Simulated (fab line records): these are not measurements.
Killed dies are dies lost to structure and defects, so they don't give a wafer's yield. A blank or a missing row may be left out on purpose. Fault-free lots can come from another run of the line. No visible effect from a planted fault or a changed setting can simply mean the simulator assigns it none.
What tool caused it? ; flow sky130 ; Sampling: 12 lots, 36 wafers, 4 of 708 route steps

== WHAT THE GAUGES READ, wafer by wafer ==
SKY_FIELD_ISO_CD_MEAS_13: the cd target is 150 nm. Usual: cdNm 150.3 nm, standard deviation 1.5.
lot;measured;on;cdNm (nm);flag
L814;day 2 10:31;cdSem-02;150.7 151.3 151.8;
L816;day 2 19:53;cdSem-01;150.6 150.4 151.6;
L819;day 3 11:00;cdSem-02;151.9 152.3 150.9;
L820;day 3 15:55;cdSem-01;149.7 149.3 148.7;
L821;day 3 22:56;cdSem-01;151.1 149.9 149.5;
L830;day 5 22:48;cdSem-01;149.6 149.4 149.9;
L831;day 6 03:57;cdSem-02;150.3 149.3 150.4;
L832;day 6 06:48;cdSem-01;148.0 149.1 148.2;
L833;day 6 12:10;cdSem-01;150.3 152.3 149.7;
L834;day 6 18:01;cdSem-02;150.6 150.7 150.9;
L835;day 7 01:30;cdSem-01;150.9 151.6 150.0;
L836;day 7 04:38;cdSem-02;150.2 150.7 149.7;

SKY_SONOS_ONO_THK_MEAS_05. Usual: for SONOS_ONO_CVD_04_THK the level is 5.73 nm and the standard deviation is 0.1.
lot;measured;on;SONOS_ONO_CVD_04_THK (nm);flag
L814;day 12 01:01;filmMetro-03;5.72 5.70 5.76;
L816;day 12 08:13;filmMetro-02;5.70 5.70 5.67;
L819;day 13 10:28;filmMetro-01;6.60 6.62 6.63;OFF
L820;day 13 20:55;filmMetro-02;6.66 6.82 6.76;OFF
L821;day 14 06:51;filmMetro-03;6.60 6.60 6.58;OFF
L830;day 17 10:36;filmMetro-02;5.70 5.77 5.84;
L831;day 17 18:56;filmMetro-02;5.71 5.77 5.73;
L832;day 17 22:59;filmMetro-02;5.81 5.82 5.75;
L833;day 18 10:15;filmMetro-01;5.82 5.66 5.80;
L834;day 18 13:32;filmMetro-03;5.68 5.75 5.75;
L835;day 19 01:35;filmMetro-01;5.84 5.69 5.86;
L836;day 19 09:41;filmMetro-03;5.86 5.74 5.81;

SKY_POLY_GATE_CD_MEAS_13: the cd target is 150 nm. Usual: cdNm 149.9 nm, standard deviation 1.4.
lot;measured;on;cdNm (nm);flag
L814;day 16 17:01;cdSem-01;152.7 153.9 153.2;
L816;day 17 05:22;cdSem-02;153.1 151.9 151.5;
L819;day 18 08:36;cdSem-01;148.3 149.3 149.1;
L820;day 18 22:41;cdSem-01;151.1 150.9 149.7;
L821;day 19 11:06;cdSem-02;151.8 152.2 150.8;
L830;day 22 19:17;cdSem-02;149.1 149.5 150.9;
L831;day 23 03:25;cdSem-02;149.9 149.7 149.5;
L832;day 23 09:34;cdSem-01;148.0 147.5 148.3;
L833;day 23 20:18;cdSem-02;150.9 151.1 152.2;
L834;day 23 22:30;cdSem-02;147.7 149.0 148.7;
L835;day 24 08:46;cdSem-01;148.6 149.4 147.8;
L836;day 24 17:14;cdSem-02;150.3 149.4 150.6;

== EACH LOT AND THE TOOL THAT RAN IT (in order: tool; ch and the chambers of the sampled wafers; start) ==
lot;SKY_SONOS_ONO_CVD_04
L814;lpcvd-03 ch 0, day 11 23:07
L816;lpcvd-03 ch 0, day 12 06:56
L819;lpcvd-03 ch 0, day 13 09:13
L820;lpcvd-03 ch 1, day 13 19:40
L821;lpcvd-03 ch 1, day 14 05:35
L830;lpcvd-03 ch 0, day 17 09:21
L831;lpcvd-03 ch 0, day 17 17:41
L832;lpcvd-03 ch 1, day 17 21:44
L833;lpcvd-03 ch 1, day 18 08:59
L834;lpcvd-03 ch 0, day 18 12:17
L835;lpcvd-03 ch 0, day 19 00:20
L836;lpcvd-03 ch 1, day 19 08:26
- SKY_SONOS_ONO_CVD_04: deposits SiO2 from SiH4/N2O, target thk 5.7199 nm.

== WHAT THE TOOLS THEMSELVES READ (means of the sampled wafers that have a number; where no wafer has one, the mark that the record gives instead) ==
SKY_SONOS_ONO_CVD_04. Usual: spikeTcBottomC 917.7 C, standard deviation 1.1; spikeTcCentreC 900.7 C, standard deviation 1; spikeTcLowerC 898.5 C, standard deviation 1.2; spikeTcTopC 911.6 C, standard deviation 1; spikeTcUpperC 899.9 C, standard deviation 1.2; susceptorTempC 900.0 C, standard deviation 0.41.
lot;tool;spikeTcBottomC (C);spikeTcCentreC (C);spikeTcLowerC (C);spikeTcTopC (C);spikeTcUpperC (C);susceptorTempC (C);flag
L814;lpcvd-03;917.9;900.7;899.0;911.6;900.0;900.1;
L816;lpcvd-03;918.3;900.4;899.3;910.7;899.6;899.9;
L819;lpcvd-03;928.0;911.9;908.9;921.3;909.8;910.9;OFF
L820;lpcvd-03;926.3;911.2;907.3;922.8;911.1;910.4;OFF
L821;lpcvd-03;926.9;911.2;908.4;922.4;911.9;910.0;OFF
L830;lpcvd-03;918.8;900.2;898.7;910.8;899.6;899.9;
L831;lpcvd-03;918.1;900.8;898.4;911.9;899.8;900.2;
L832;lpcvd-03;917.6;900.4;897.8;912.4;900.6;899.8;
L833;lpcvd-03;916.8;900.8;897.3;911.6;901.2;899.7;
L834;lpcvd-03;918.0;900.0;899.1;910.5;899.3;899.8;
L835;lpcvd-03;917.3;900.7;899.1;912.1;899.8;900.4;
L836;lpcvd-03;917.1;900.5;898.6;912.1;900.7;899.3;

== THE ANSWER, worked out from the rows above alone ==
Rule: a lot is off if the mean of its wafers that have a number lies more than 3 standard deviations from the usual mean. Also off: a lot with no number at a reading for which 4 or more lots have one. All remaining lots with rows at the step are treated as sound. Order of review: gauges by route order, followed by the tools' own readings, for which a lot's mean as printed above is used. The first step at which some lot is off is used, and at that step the reading that is off furthest; a lot without a number counts as furthest.
Off: L819, L820, L821, seen at SKY_SONOS_ONO_THK_MEAS_05 (SONOS_ONO_CVD_04_THK).
A tool fits if, at a process step before that reading, it ran every lot that is off, and no sound lot after the first of them. The gauges at SKY_SONOS_ONO_THK_MEAS_05 aren't tried: what is off there is off at SKY_SONOS_ONO_CVD_04 too, on other tools, and a gauge's error can't cause that. Not one of the candidates tried fits.

== WHAT WAS PUT IN BY THE SIMULATOR ==
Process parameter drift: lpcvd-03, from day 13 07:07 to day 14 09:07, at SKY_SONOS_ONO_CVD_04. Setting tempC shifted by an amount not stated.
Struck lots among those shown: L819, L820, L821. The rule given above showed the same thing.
